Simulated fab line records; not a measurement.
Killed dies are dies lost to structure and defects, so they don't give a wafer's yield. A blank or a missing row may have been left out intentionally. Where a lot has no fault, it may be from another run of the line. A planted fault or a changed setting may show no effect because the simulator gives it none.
A lot that was struck, set against a sound lot ; flow sky130 ; 16 out of 708 route steps
Sound: wafers L680.1, L680.2, L680.5. Struck: wafers L684.1, L684.4, L684.6. Last of all comes the cause.
At each step with rows: each side's tool, then ch and its chambers, then its first start. Under that, the readings that differ: sound wafers ; struck wafers ; difference of the means ; sigmas: that difference in standard deviations of wafers without a fault.
alike: readings with means less than 2 such deviations apart, plus words and numbers identical on both sides. not compared: withheld readings, readings lacking a value on some wafer, bounds such as >300 that could conceal the same value, and numbers that have no deviation in the record and whose values overlap.
Wherever a step has rows on one side only, a row that says differs or no value, or a row with sigmas, the two part there. Numbers that don't overlap but have no deviation are shown without sigmas and don't part them. A reading that every wafer of one side lacks parts them only if that side has two wafers or more.

SKY_LDD_HVN_OVL_MEAS_07:
  sound on overlay-02 at day 22 12:35; struck on overlay-02 at day 23 14:11
  alike: LDD_HVN_OVL
after that, 1 step had no rows for these wafers: SKY_LDD_HVN_IMPLANT_08.
SKY_LDD_HVN_STRIP_09: strips in O2/N2.
  sound on plasma asher-03 ch 0,1, day 22 12:46; struck on plasma asher-04 ch 0,1, day 23 14:22
  alike: drypump motor current A, oes product au, strip time to endpoint s
  not compared: rf hours counter h
SKY_LDD_HVN_TW_MEAS_10:
  sound on film metro-02 at day 22 12:52; struck on film metro-03 at day 23 14:28
reading;sound;struck;difference;sigmas
LDD_HVN_TW;1417 1431 1426;1455 1452 1460;+31;+2
then, 7 steps without rows for these wafers: SKY_LDD_HVP_DEHYDRATE_00 (time 60 s); SKY_LDD_HVP_HMDS_01 (prime time 60 s); SKY_LDD_HVP_COAT_02 (resist thk 300 nm); SKY_LDD_HVP_SOFTBAKE_03 (time 60 s); SKY_LDD_HVP_EXPOSE_04 (exposes mask HVPTM, target cd 700 nm); SKY_LDD_HVP_PEB_05; SKY_LDD_HVP_DEVELOP_06 (develop time 60 s).
SKY_LDD_HVP_OVL_MEAS_07:
  sound on overlay-01 at day 23 18:01; struck on overlay-01 at day 24 20:14
reading;sound;struck;difference;sigmas
LDD_HVP_OVL (nm);1.2 2.7 3.1;-0.3 -2.1 -2.9;-4.1;-3
SKY_LDD_HVP_IMPLANT_08:
  sound on implanter-02 ch 0, day 23 18:02; struck on implanter-02 ch 0, day 24 20:16
reading;sound;struck;difference;sigmas
tilt deg (degrees);17.915 17.913 17.926;0.010 0.019 -0.004;-17.910;-99 or more
  alike: end station pressure torr
SKY_LDD_HVP_STRIP_09: strips in O2/N2.
  sound on plasma asher-03 ch 0,1, day 23 18:11; struck on plasma asher-02 ch 0, day 24 20:25
  alike: drypump motor current A, oes product au, strip time to endpoint s
  not compared: rf hours counter h
SKY_LDD_HVP_TW_MEAS_10:
  sound on film metro-01 at day 23 18:17; struck on film metro-03 at day 24 20:45
reading;sound;struck;difference;sigmas
LDD_HVP_TW;454 454 454;412 412 411;-42;-11
  not compared: hold
-- here the record skips 23 days between the struck wafers' starts before and after, leaving off in module LDD_HVP and picking up in module PAD_OPEN (first step shown: number 708 of the route) --
SKY_PAD_OPEN_PROBE_99:
  sound on prober-01 at day 47 08:01; struck on prober-01 at day 47 23:59
reading;sound;struck;difference;sigmas
model.etest.tip_p_5v.rs ohm sq;2858 2855 2872;2672 2671 2676;-189;
model.etest.pfet g5v0d10v5.drive ua um;335.9 341.7 341.6;342.1 349.6 343.8;+5.4;
  alike: killed_at_M0_to_M3, killed_at_M4_up, killed at contacts, killed at front end, killed at other, killed dies, killed open, killed short

== WHERE THEY PART ==
Last at SKY_LDD_HVP_TW_MEAS_10 as far as this record goes, first at SKY_LDD_HVN_TW_MEAS_10. Later steps at which nothing parts them and some readings are alike: SKY_PAD_OPEN_PROBE_99.

WHY: whatever the simulator had introduced
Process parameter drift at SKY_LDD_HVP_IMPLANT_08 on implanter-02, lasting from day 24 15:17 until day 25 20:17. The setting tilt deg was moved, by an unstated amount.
